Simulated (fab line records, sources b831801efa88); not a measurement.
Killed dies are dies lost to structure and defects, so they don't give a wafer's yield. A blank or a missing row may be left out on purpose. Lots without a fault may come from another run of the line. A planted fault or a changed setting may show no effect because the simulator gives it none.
Tool commonality check | flow gf180mcu | 13 lots, 39 wafers sampled

WHY IT WAS OPENED
At GF_HV_LDD_TW_MEAS_50 the reading HV_LDD_4_TW is flagged on 2 of 13 lots. Wafers without a fault read 569, standard deviation 4.7.
Rule: a lot is flagged when every wafer of it that has a number lies more than 4 standard deviations from that mean, or none has a number. The other lots count as sound.

lot  | measured     | on            | HV_LDD_4_TW, wafer by wafer | flag
L133 | day 12 08:01 | film_metro-04 | 569 568 568                 |
L134 | day 12 16:17 | film_metro-01 | 560 561 561                 |
L135 | day 13 00:19 | film_metro-02 | 572 572 570                 |
L137 | day 13 19:49 | film_metro-01 | 562 561 564                 |
L138 | day 14 01:49 | film_metro-02 | 572 569 570                 |
L139 | day 14 07:10 | film_metro-02 | 570 574 573                 |
L142 | day 15 08:33 | film_metro-02 | 573 570 570                 |
L144 | day 16 03:16 | film_metro-04 | 572 572 571                 |
L145 | day 16 09:03 | film_metro-02 | 571 575 574                 |
L147 | day 17 02:19 | film_metro-01 | 561 565 561                 |
L153 | day 19 00:36 | film_metro-02 | 705 704 706                 | FLAGGED
L154 | day 19 11:17 | film_metro-02 | 706 705 706                 | FLAGGED
L155 | day 19 17:37 | film_metro-04 | 572 572 571                 |
The numbers of the flagged lots are 705 on average: +136 against the usual, or +29 standard deviations.

WHICH TOOL RAN EACH LOT
The record holds 1 process step before the reading, out of a route of 602 steps. In each cell: the tool, then ch and the chambers that the sampled wafers went through, then the start.
lot  | flag    | GF_HV_LDD_IMPLANT_48
L133 |         | implanter-02 ch 0, day 12 07:45
L134 |         | implanter-03 ch 0, day 12 16:05
L135 |         | implanter-02 ch 0, day 13 00:05
L137 |         | implanter-02 ch 0, day 13 19:35
L138 |         | implanter-03 ch 0, day 14 01:35
L139 |         | implanter-03 ch 0, day 14 06:56
L142 |         | implanter-03 ch 0, day 15 08:19
L144 |         | implanter-02 ch 0, day 16 03:03
L145 |         | implanter-04 ch 0, day 16 08:48
L147 |         | implanter-02 ch 0, day 17 02:05
L153 | FLAGGED | implanter-02 ch 0, day 19 00:22
L154 | FLAGGED | implanter-02 ch 0, day 19 11:02
L155 |         | implanter-03 ch 0, day 19 17:24
What these steps do:
- GF_HV_LDD_IMPLANT_48
- GF_HV_LDD_TW_MEAS_50

FLAGGED OVER TOTAL, TOOL BY TOOL (the gauges that took the reading come last)
step                 | tool          | lots run | flagged | share of the flagged lots | sound lots run after its first flagged lot
GF_HV_LDD_IMPLANT_48 | implanter-02  | 7        | 2       | all                       | 0
GF_HV_LDD_IMPLANT_48 | implanter-03  | 5        | 0       | none                      | -
GF_HV_LDD_IMPLANT_48 | implanter-04  | 1        | 0       | none                      | -
GF_HV_LDD_TW_MEAS_50 | film_metro-01 | 3        | 0       | none                      | -
GF_HV_LDD_TW_MEAS_50 | film_metro-02 | 7        | 2       | all                       | 0
GF_HV_LDD_TW_MEAS_50 | film_metro-04 | 3        | 0       | none                      | -

WHAT THE TABLE ALLOWS
2 rows of the table ran every flagged lot: implanter-02 at GF_HV_LDD_IMPLANT_48, film_metro-02 at GF_HV_LDD_TW_MEAS_50.
- implanter-02 at GF_HV_LDD_IMPLANT_48: 2 of its 7 lots flagged. Its last sound lot is L147 (day 17 02:05), its first flagged lot L153 (day 19 00:22): a fault that began between those two fits. Its own readings lie more than 4 standard deviations out on every wafer of the flagged lots: dose_ions_cm2, faraday_current_uA.
- film_metro-02 at GF_HV_LDD_TW_MEAS_50: 2 of its 7 lots flagged. Its last sound lot is L145 (day 16 09:03), its first flagged lot L153 (day 19 00:36): a fault that began between those two fits.
Counting lots can't tell these 2 tools apart, because each fits a fault that began at some hour. More lots, or a look at what each step does to the wafer, might.

WHAT THE SIMULATOR HAD PUT IN
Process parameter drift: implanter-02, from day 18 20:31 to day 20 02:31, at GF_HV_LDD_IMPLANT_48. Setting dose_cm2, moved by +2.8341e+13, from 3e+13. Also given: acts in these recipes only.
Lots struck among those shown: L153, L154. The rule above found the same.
